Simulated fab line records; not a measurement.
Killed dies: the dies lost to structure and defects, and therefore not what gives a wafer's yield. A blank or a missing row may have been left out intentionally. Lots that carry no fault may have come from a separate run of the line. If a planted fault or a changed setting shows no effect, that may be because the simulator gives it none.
fab line records + flow sky130
record
- lots=11
- wafers=33
- lastDay=50
route steps=708 shown SONOS_ONO@171 POLY_GATE@229 LDD_N@247
lots that met no fault: from a run of the same line without faults
startH: hours from the record's opening day to when the first of the lot's shown wafers began + waitH: how many hours have passed since the lot's step before this one + " the same as in the row above + L1.1+2: several wafers, shown together as one row + - value missing, or start not given + * or withheld: withheld + < > ~ a bound
route shown NAME@n: names a module that has steps shown in the file, with the first one's number in the route + usual: mean/standard deviation of fault-free wafers + same: alike in all rows + chamber/n: place in a boat + sites: the reading at each site + _std_site: the standard deviation of these + _edge_site: outer sites' mean less inner sites' + radiusMm: for every site, how far away it sits from the centre of the wafer + mask NAME#n: copy n + behind: tool/chamber where the wafer was last shaped + hold: what put the lot on hold/how long, in hours/how the hold closed + device: the n, p or np transistor that did not switch + end of line: the tests these same wafers got at the end of their route + a step with no rows: only its recipe + killed: count of dies lost to structure and defects at first sort (not the wafer's yield) + map: shows each die of a wafer: x if killed, . if not, _ if none is there
set.NAME: setting as actually run; set.NAME@STEP: the setting as run at that earlier step + model.NAME: the simulator's own value behind a step, which no gauge read
route steps across a sampled set of lots; one table per step, one row per wafer
services: the hour from which a tool's chamber was out of use, counted from the record's first day as startH (under 0 if before that day), plus the number of hours and why
## steps
# step SKY_SONOS_ONO_THK_MEAS_03
# recipe
- reads=Si3N4_of_SONOS_ONO_CVD_02
# usual
- SONOS_ONO_CVD_02_THK=10.54/0.15
| lot.wafer | tool         | chamber | startH | waitH | SONOS_ONO_CVD_02_THK[nm] |
|-----------|--------------|---------|--------|-------|--------------------------|
| L256.2    | filmMetro-02 | -       | 260.87 | 0.0   | 10.54                    |
| L256.3    | "            | -       | "      | "     | 10.63                    |
| L256.5    | "            | -       | "      | "     | 10.40                    |
| L257.2    | filmMetro-02 | -       | 266.85 | 0.0   | 10.49                    |
| L257.3    | "            | -       | "      | "     | 10.52                    |
| L257.4    | "            | -       | "      | "     | 10.46                    |
| L260.3    | filmMetro-02 | -       | 291.89 | 0.0   | 10.30                    |
| L260.4    | "            | -       | "      | "     | 10.41                    |
| L260.6    | "            | -       | "      | "     | 10.52                    |
| L262.2    | filmMetro-01 | -       | 310.01 | 0.0   | 10.57                    |
| L262.4    | "            | -       | "      | "     | 10.61                    |
| L262.5    | "            | -       | "      | "     | 10.59                    |
| L264.4    | filmMetro-01 | -       | 327.19 | 0.0   | 10.50                    |
| L264.5    | "            | -       | "      | "     | 10.41                    |
| L264.6    | "            | -       | "      | "     | 10.35                    |
| L268.1    | filmMetro-01 | -       | 363.34 | 0.0   | 10.39                    |
| L268.3    | "            | -       | "      | "     | 10.33                    |
| L268.5    | "            | -       | "      | "     | 10.25                    |
| L270.2    | filmMetro-02 | -       | 374.98 | 0.0   | 10.59                    |
| L270.4    | "            | -       | "      | "     | 10.53                    |
| L270.5    | "            | -       | "      | "     | 10.59                    |
| L275.2    | filmMetro-04 | -       | 412.28 | 0.0   | 10.64                    |
| L275.3    | "            | -       | "      | "     | 10.78                    |
| L275.4    | "            | -       | "      | "     | 10.74                    |
| L276.1    | filmMetro-01 | -       | 419.53 | 0.0   | 10.71                    |
| L276.4    | "            | -       | "      | "     | 10.66                    |
| L276.6    | "            | -       | "      | "     | 10.55                    |
| L277.2    | filmMetro-04 | -       | 426.67 | 0.0   | 10.50                    |
| L277.3    | "            | -       | "      | "     | 10.50                    |
| L277.6    | "            | -       | "      | "     | 10.59                    |
| L278.1    | filmMetro-01 | -       | 432.38 | 0.0   | 10.60                    |
| L278.2    | "            | -       | "      | "     | 10.49                    |
| L278.3    | "            | -       | "      | "     | 10.56                    |
# step SKY_SONOS_ONO_ETCH_15
# recipe
- targetDepthNm=19.52
- chemistry=CHF3/O2
- sourceW=600
- biasW=200
- pressureMtorr=40
- chf3FlowSccm=50
- O2_flow_sccm=5
- timeS=7.8
# usual
- biasW=200.0/0.55
- drypumpMotorCurrentA=5.5/0.39
- oesProductAu=0.999/0.008
- throttleValvePct=8.824/0.0092
| lot.wafer | tool       | chamber | startH | waitH | biasW | drypumpMotorCurrentA | oesProductAu | rfHoursCounterH | throttleValvePct |
|-----------|------------|---------|--------|-------|-------|----------------------|--------------|-----------------|------------------|
| L256.2    | rieDiel-03 | 1       | 286.51 | 0.0   | 200.9 | 5.6                  | 1.007        | 15              | 8.805            |
| L256.3    | "          | 3       | "      | "     | 200.8 | 5.4                  | 1.012        | 2               | 8.827            |
| L256.5    | "          | 1       | "      | "     | 199.2 | 5.6                  | 1.026        | -               | 8.830            |
| L257.2    | rieDiel-02 | 3       | 293.37 | 0.0   | 200.0 | 5.0                  | 1.003        | 17              | 8.836            |
| L257.3    | "          | 1       | "      | "     | 201.0 | 5.7                  | 1.011        | 3               | 8.842            |
| L257.4    | "          | 2       | "      | "     | 200.3 | 5.7                  | 0.994        | 51              | 8.810            |
| L260.3    | rieDiel-02 | 0       | 317.60 | 0.0   | 198.8 | 6.0                  | 0.999        | 13              | 8.806            |
| L260.4    | "          | 3       | "      | "     | 199.7 | 5.0                  | 1.001        | 17              | 8.827            |
| L260.6    | "          | 3       | "      | "     | 200.0 | 5.0                  | 0.998        | -               | 8.825            |
| L262.2    | rieDiel-04 | 1       | 336.85 | 0.0   | 199.8 | 5.5                  | 0.996        | 2               | 8.804            |
| L262.4    | "          | 3       | "      | "     | 200.4 | 5.3                  | 1.002        | 81              | 8.830            |
| L262.5    | "          | 0       | "      | "     | 199.7 | 4.8                  | 0.999        | -               | 8.828            |
| L264.4    | rieDiel-02 | 3       | 355.16 | 0.0   | 199.9 | 5.0                  | 0.993        | 18              | 8.821            |
| L264.5    | "          | 2       | "      | "     | 200.9 | 5.7                  | 0.991        | -               | 8.825            |
| L264.6    | "          | 1       | "      | "     | 200.4 | 5.6                  | 0.997        | -               | 8.820            |
| L268.1    | rieDiel-03 | 3       | 392.70 | 0.0   | 199.5 | 5.4                  | 1.002        | 4               | 8.837            |
| L268.3    | "          | 0       | "      | "     | 199.6 | 5.1                  | 0.994        | 25              | 8.818            |
| L268.5    | "          | 3       | "      | "     | 199.9 | 5.4                  | 0.987        | -               | 8.828            |
| L270.2    | rieDiel-04 | 0       | 403.90 | 0.0   | 199.1 | 4.8                  | 0.997        | 3               | 8.828            |
| L270.4    | "          | 0       | "      | "     | 200.5 | 4.8                  | 0.999        | -               | 8.826            |
| L270.5    | "          | 2       | "      | "     | 199.9 | 5.9                  | 0.995        | -               | 8.818            |
| L275.2    | rieDiel-03 | 0       | 444.30 | 0.0   | 201.3 | 5.1                  | 0.996        | 25              | 8.824            |
| L275.3    | "          | 2       | "      | "     | 200.2 | 6.1                  | 1.008        | 41              | 8.832            |
| L275.4    | "          | 1       | "      | "     | 200.0 | 5.6                  | 1.006        | 18              | 8.818            |
| L276.1    | rieDiel-04 | 1       | 452.08 | 0.0   | 199.5 | 5.5                  | 0.996        | 4               | 8.810            |
| L276.4    | "          | 0       | "      | "     | 199.4 | 4.8                  | 1.007        | 4               | 8.819            |
| L276.6    | "          | 3       | "      | "     | 200.2 | 5.3                  | 1.011        | -               | 8.808            |
| L277.2    | rieDiel-04 | 3       | 459.70 | 0.0   | 200.2 | 5.3                  | 1.009        | 83              | 8.818            |
| L277.3    | "          | 1       | "      | "     | 199.4 | 5.5                  | 0.989        | 4               | 8.818            |
| L277.6    | "          | 2       | "      | "     | 200.1 | 5.9                  | 0.998        | -               | 8.842            |
| L278.1    | rieDiel-03 | 3       | 464.10 | 0.0   | 199.5 | 5.4                  | 1.001        | 5               | 8.805            |
| L278.2    | "          | 0       | "      | "     | 199.7 | 5.0                  | 0.996        | 26              | 8.824            |
| L278.3    | "          | 1       | "      | "     | 199.9 | 5.6                  | 1.005        | 18              | 8.822            |
# step SKY_POLY_GATE_ETCH_15
# recipe
- chemistry=N2/H2
- target=BARC
- ionEnergyEv=194.4
- sourceW=500
- biasW=100
- pressureMtorr=30
- n2FlowSccm=100
- h2FlowSccm=200
- stopOn=SiO2
- timeS=118.5
- targetDepthA=1100
# usual
- biasW=100.0/0.33
- drypumpMotorCurrentA=5.6/0.36
- oesProductAu=0.715/0.0052
- throttleValvePct=13.212/0.0095
| lot.wafer | tool       | chamber | startH | waitH | biasW | drypumpMotorCurrentA | oesProductAu | rfHoursCounterH | throttleValvePct |
|-----------|------------|---------|--------|-------|-------|----------------------|--------------|-----------------|------------------|
| L256.2    | rieDiel-03 | 2       | 374.90 | 0.0   | 100.1 | 6.1                  | 0.716        | 40              | 13.199           |
| L256.3    | "          | 1       | "      | "     | 100.1 | 5.6                  | 0.714        | 17              | 13.202           |
| L256.5    | "          | 3       | "      | "     | 100.7 | 5.4                  | 0.714        | -               | 13.212           |
| L257.2    | rieDiel-03 | 3       | 387.26 | 0.0   | 100.3 | 5.4                  | 0.718        | 4               | 13.223           |
| L257.3    | "          | 2       | "      | "     | 99.4  | 6.1                  | 0.708        | 40              | 13.192           |
| L257.4    | "          | 0       | "      | "     | 99.7  | 5.1                  | 0.720        | 24              | 13.209           |
| L260.3    | rieDiel-01 | 1       | 411.52 | 0.0   | 99.4  | 4.9                  | 0.706        | 96              | 13.216           |
| L260.4    | "          | 0       | "      | "     | 100.0 | 5.7                  | 0.705        | 5               | 13.208           |
| L260.6    | "          | 0       | "      | "     | 100.2 | 5.7                  | 0.710        | -               | 13.198           |
| L262.2    | rieDiel-01 | 3       | 439.75 | 0.0   | 99.7  | 5.6                  | 0.711        | 6               | 13.207           |
| L262.4    | "          | 1       | "      | "     | 100.0 | 4.9                  | 0.720        | 97              | 13.222           |
| L262.5    | "          | 2       | "      | "     | 100.6 | 5.9                  | 0.723        | -               | 13.216           |
| L264.4    | rieDiel-03 | 1       | 451.60 | 0.0   | 100.1 | 5.6                  | 0.730        | 18              | 13.197           |
| L264.5    | "          | 3       | "      | "     | 100.0 | 5.4                  | 0.711        | -               | 13.206           |
| L264.6    | "          | 0       | "      | "     | 100.6 | 5.1                  | 0.715        | -               | 13.213           |
| L268.1    | rieDiel-01 | 0       | 492.95 | 0.0   | 100.2 | 5.7                  | 0.712        | 7               | 13.215           |
| L268.3    | "          | 0       | "      | "     | 100.0 | 5.7                  | 0.715        | -               | 13.206           |
| L268.5    | "          | 0       | "      | "     | 100.6 | 5.7                  | 0.715        | -               | 13.220           |
| L270.2    | rieDiel-01 | 2       | 502.15 | 0.0   | 99.5  | 5.9                  | 0.711        | 7               | 13.222           |
| L270.4    | "          | 3       | "      | "     | 99.4  | 5.6                  | 0.724        | -               | 13.210           |
| L270.5    | "          | 2       | "      | "     | 100.1 | 5.9                  | 0.718        | -               | 13.216           |
| L275.2    | rieDiel-03 | 3       | 544.22 | 0.0   | 100.3 | 5.4                  | 0.722        | 6               | 13.194           |
| L275.3    | "          | 2       | "      | "     | 100.0 | 6.1                  | 0.723        | 43              | 13.218           |
| L275.4    | "          | 1       | "      | "     | 100.4 | 5.6                  | 0.724        | 20              | 13.225           |
| L276.1    | rieDiel-03 | 1       | 552.15 | 0.0   | 99.9  | 5.6                  | 0.712        | 20              | 13.206           |
| L276.4    | "          | 2       | "      | "     | 99.8  | 6.1                  | 0.713        | 43              | 13.197           |
| L276.6    | "          | 3       | "      | "     | 100.0 | 5.4                  | 0.723        | -               | 13.205           |
| L277.2    | rieDiel-01 | 3       | 559.27 | 0.0   | 100.2 | 5.6                  | 0.713        | 8               | 13.214           |
| L277.3    | "          | 2       | "      | "     | 100.1 | 5.9                  | 0.717        | 8               | 13.214           |
| L277.6    | "          | 1       | "      | "     | 100.5 | 4.9                  | 0.719        | -               | 13.210           |
| L278.1    | rieDiel-02 | 1       | 562.30 | 0.0   | 99.8  | 5.7                  | 0.717        | 8               | 13.213           |
| L278.2    | "          | 2       | "      | "     | 100.0 | 5.7                  | 0.714        | 56              | 13.222           |
| L278.3    | "          | 0       | "      | "     | 100.3 | 6.0                  | 0.717        | 18              | 13.215           |
# step SKY_LDD_N_IMPLANT_10
# recipe
- species=As
- energyKev=20
- doseCm2=7.5e+13
- tiltDeg=withheld
- rotationDeg=203
# usual
- beamEnergyKeV=20.000/0.0067
- doseIonsCm2=7.499e+13/7.9e+10
- faradayCurrentUA=423/8.2
| lot.wafer | tool         | chamber | startH | waitH | beamEnergyKeV | doseIonsCm2 | faradayCurrentUA |
|-----------|--------------|---------|--------|-------|---------------|-------------|------------------|
| L256.2    | implanter-02 | 0       | 406.77 | 0.1   | 19.995        | 7.487e+13   | 425              |
| L256.3    | "            | 0       | "      | "     | 20.008        | 7.501e+13   | 406              |
| L256.5    | "            | 0       | "      | "     | 19.994        | 7.5e+13     | 428              |
| L257.2    | implanter-02 | 0       | 420.61 | 0.1   | 20.003        | 7.485e+13   | 421              |
| L257.3    | "            | 0       | "      | "     | 20.004        | 7.505e+13   | 428              |
| L257.4    | "            | 0       | "      | "     | 20.002        | 7.485e+13   | 427              |
| L260.3    | implanter-02 | 0       | 444.03 | 0.1   | 20.001        | 7.5e+13     | 432              |
| L260.4    | "            | 0       | "      | "     | 20.001        | 7.486e+13   | 421              |
| L260.6    | "            | 0       | "      | "     | 19.994        | 7.487e+13   | 421              |
| L262.2    | implanter-02 | 0       | 473.44 | 0.1   | 20.001        | 7.504e+13   | 432              |
| L262.4    | "            | 0       | "      | "     | 20.000        | 7.507e+13   | 429              |
| L262.5    | "            | 0       | "      | "     | 19.997        | 7.502e+13   | 432              |
| L264.4    | implanter-04 | 0       | 483.96 | 0.1   | 20.007        | 7.499e+13   | 430              |
| L264.5    | "            | 0       | "      | "     | 20.000        | 7.498e+13   | 429              |
| L264.6    | "            | 0       | "      | "     | 20.006        | 7.514e+13   | 430              |
| L268.1    | implanter-04 | 0       | 528.43 | 0.1   | 19.984        | 5.625e+13   | 313              |
| L268.3    | "            | 0       | "      | "     | 19.998        | 5.64e+13    | 330              |
| L268.5    | "            | 0       | "      | "     | 19.987        | 5.627e+13   | 314              |
| L270.2    | implanter-04 | 0       | 535.26 | 0.1   | 19.988        | 5.644e+13   | 318              |
| L270.4    | "            | 0       | "      | "     | 19.985        | 5.647e+13   | 313              |
| L270.5    | "            | 0       | "      | "     | 19.989        | 5.631e+13   | 326              |
| L275.2    | implanter-02 | 0       | 578.53 | 0.1   | 20.010        | 7.507e+13   | 423              |
| L275.3    | "            | 0       | "      | "     | 20.002        | 7.507e+13   | 430              |
| L275.4    | "            | 0       | "      | "     | 19.999        | 7.502e+13   | 409              |
| L276.1    | implanter-03 | 0       | 582.98 | 0.1   | 20.002        | 7.494e+13   | 421              |
| L276.4    | "            | 0       | "      | "     | 19.995        | 7.506e+13   | 434              |
| L276.6    | "            | 0       | "      | "     | 20.001        | 7.503e+13   | 419              |
| L277.2    | implanter-03 | 0       | 590.00 | 0.1   | 19.999        | 7.495e+13   | 439              |
| L277.3    | "            | 0       | "      | "     | 20.002        | 7.493e+13   | 417              |
| L277.6    | "            | 0       | "      | "     | 20.007        | 7.5e+13     | 419              |
| L278.1    | implanter-04 | 0       | 593.83 | 0.1   | 19.997        | 7.494e+13   | 426              |
| L278.2    | "            | 0       | "      | "     | 19.996        | 7.482e+13   | 413              |
| L278.3    | "            | 0       | "      | "     | 19.993        | 7.497e+13   | 412              |
# step SKY_LDD_N_STRIP_16
# recipe
- chemistry=O2/N2
- powerW=1400
- pressureMtorr=1500
- platenTempC=withheld
- o2FlowSccm=3000
- n2FlowSccm=300
- overashFraction=0.5
# usual
- drypumpMotorCurrentA=5.4/0.34
- oesProductAu=0.406/0.0042
- stripTimeToEndpointS=4.309/0.016
| lot.wafer | tool           | chamber | startH | waitH | drypumpMotorCurrentA | oesProductAu | rfHoursCounterH | stripTimeToEndpointS |
|-----------|----------------|---------|--------|-------|----------------------|--------------|-----------------|----------------------|
| L256.2    | plasmaAsher-02 | 1       | 407.64 | 0.1   | 4.7                  | 0.406        | 72              | 4.291                |
| L256.3    | "              | 1       | "      | "     | 4.7                  | 0.401        | -               | 4.328                |
| L256.5    | "              | 0       | "      | "     | 5.9                  | 0.406        | -               | 4.296                |
| L257.2    | plasmaAsher-01 | 0       | 421.48 | 0.1   | 5.4                  | 0.406        | 29              | 4.291                |
| L257.3    | "              | 0       | "      | "     | 5.5                  | 0.407        | -               | 4.332                |
| L257.4    | "              | 1       | "      | "     | 5.5                  | 0.401        | -               | 4.296                |
| L260.3    | plasmaAsher-02 | 0       | 444.91 | 0.1   | 5.9                  | 0.398        | -               | 4.314                |
| L260.4    | "              | 1       | "      | "     | 4.7                  | 0.403        | -               | 4.306                |
| L260.6    | "              | 0       | "      | "     | 5.8                  | 0.411        | -               | 4.311                |
| L262.2    | plasmaAsher-01 | 1       | 474.31 | 0.1   | 5.5                  | 0.403        | 35              | 4.286                |
| L262.4    | "              | 0       | "      | "     | 5.5                  | 0.402        | -               | 4.295                |
| L262.5    | "              | 0       | "      | "     | 5.4                  | 0.411        | -               | 4.276                |
| L264.4    | plasmaAsher-04 | 1       | 484.82 | 0.1   | 5.0                  | 0.404        | -               | 4.352                |
| L264.5    | "              | 1       | "      | "     | 5.0                  | 0.404        | -               | 4.334                |
| L264.6    | "              | 0       | "      | "     | 5.6                  | 0.409        | -               | 4.336                |
| L268.1    | plasmaAsher-01 | 1       | 529.33 | 0.1   | 5.5                  | 0.413        | 41              | 4.248                |
| L268.3    | "              | 0       | "      | "     | 5.5                  | 0.406        | -               | 4.248                |
| L268.5    | "              | 1       | "      | "     | 5.5                  | 0.405        | -               | 4.272                |
| L270.2    | plasmaAsher-01 | 0       | 536.13 | 0.1   | 5.5                  | 0.399        | 42              | 4.248                |
| L270.4    | "              | 0       | "      | "     | 5.5                  | 0.401        | -               | 4.236                |
| L270.5    | "              | 1       | "      | "     | 5.5                  | 0.409        | -               | 4.250                |
| L275.2    | plasmaAsher-02 | 0       | 579.41 | 0.1   | 5.8                  | 0.403        | 90              | 4.286                |
| L275.3    | "              | 1       | "      | "     | 4.7                  | 0.407        | -               | 4.291                |
| L275.4    | "              | 0       | "      | "     | 5.8                  | 0.406        | -               | 4.301                |
| L276.1    | plasmaAsher-01 | 1       | 583.88 | 0.1   | 5.5                  | 0.411        | 45              | 4.323                |
| L276.4    | "              | 1       | "      | "     | 5.5                  | 0.410        | -               | 4.316                |
| L276.6    | "              | 1       | "      | "     | 5.5                  | 0.408        | -               | 4.340                |
| L277.2    | plasmaAsher-01 | 1       | 590.88 | 0.1   | 5.5                  | 0.410        | 46              | 4.334                |
| L277.3    | "              | 0       | "      | "     | 5.4                  | 0.406        | -               | 4.323                |
| L277.6    | "              | 1       | "      | "     | 5.5                  | 0.402        | -               | 4.316                |
| L278.1    | plasmaAsher-02 | 0       | 594.73 | 0.1   | 5.8                  | 0.401        | 91              | 4.319                |
| L278.2    | "              | 1       | "      | "     | 4.7                  | 0.410        | 91              | 4.342                |
| L278.3    | "              | 0       | "      | "     | 5.8                  | 0.408        | -               | 4.304                |
## services
| tool           | chamber | startH | hours | kind   |
|----------------|---------|--------|-------|--------|
| implanter-02   | -       | 269.03 | 29.5  | repair |
| rieDiel-02     | 2       | 278.79 | 5.1   | repair |
| implanter-04   | -       | 292.84 | 4.3   | repair |
| rieDiel-04     | 0       | 300.16 | 2.4   | repair |
| rieDiel-01     | 0       | 320.94 | 2.6   | repair |
| rieDiel-03     | -       | 328.02 | 0.5   | repair |
| implanter-02   | -       | 381.70 | 4.0   | pm     |
| implanter-02   | -       | 386.75 | 1.1   | repair |
| rieDiel-01     | -       | 396.19 | 1.0   | repair |
| rieDiel-03     | -       | 402.86 | 0.9   | repair |
| implanter-02   | -       | 408.91 | 3.0   | repair |
| implanter-02   | -       | 468.71 | 3.8   | repair |
| rieDiel-01     | 2       | 472.39 | 10.8  | repair |
| rieDiel-01     | 0       | 484.43 | 6.8   | repair |
| rieDiel-01     | 3       | 487.15 | 14.9  | repair |
| plasmaAsher-01 | -       | 487.77 | 3.3   | repair |
| rieDiel-01     | 0       | 493.83 | 9.9   | repair |
| implanter-02   | -       | 508.42 | 4.0   | pm     |
| implanter-02   | -       | 527.32 | 4.0   | repair |
| rieDiel-03     | 3       | 528.59 | 7.3   | repair |
| rieDiel-01     | -       | 541.82 | 2.8   | pm     |
| plasmaAsher-01 | -       | 547.51 | 7.4   | repair |
| rieDiel-03     | 0       | 562.56 | 9.4   | repair |
| implanter-02   | -       | 592.76 | 2.9   | repair |
## key
firstSign
- step=SKY_LDD_N_IMPLANT_10
- reading=doseIonsCm2
- direction=down
- sigmas=99+
- usual=*
- struck=*
effect
- step=SKY_LDD_N_IMPLANT_10
- reading=faradayCurrentUA
- direction=down
- sigmas=13
- usual=423
- struck=319
effect
- step=SKY_LDD_N_STRIP_16
- reading=stripTimeToEndpointS
- direction=down
- sigmas=3.7
- usual=*
- struck=*
metAt SKY_LDD_N_IMPLANT_10
struckLots L268,L270
testerLeftOut L268,L270
notActingAt SKY_SONOS_ONO_THK_MEAS_03,SKY_SONOS_ONO_ETCH_15,SKY_POLY_GATE_ETCH_15
onsetBetween 483.96 528.43
fault
- kind=processParameterDrift
- tool=implanter-04
- chamber=-
- onsetH=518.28
- steps=SKY_LDD_N_IMPLANT_10
- channel=doseCm2
- offset=*
- shape=step
- endH=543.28
- actsIn=*
- stated=*
# testerLeftOut: of these lots the tester's yield and bins aren't shown, on N5 and GAA mostly nor the transistor test; their killed dies are dies lost to structure and defects alone, not to doping, threshold or leakage, so they don't give the yield
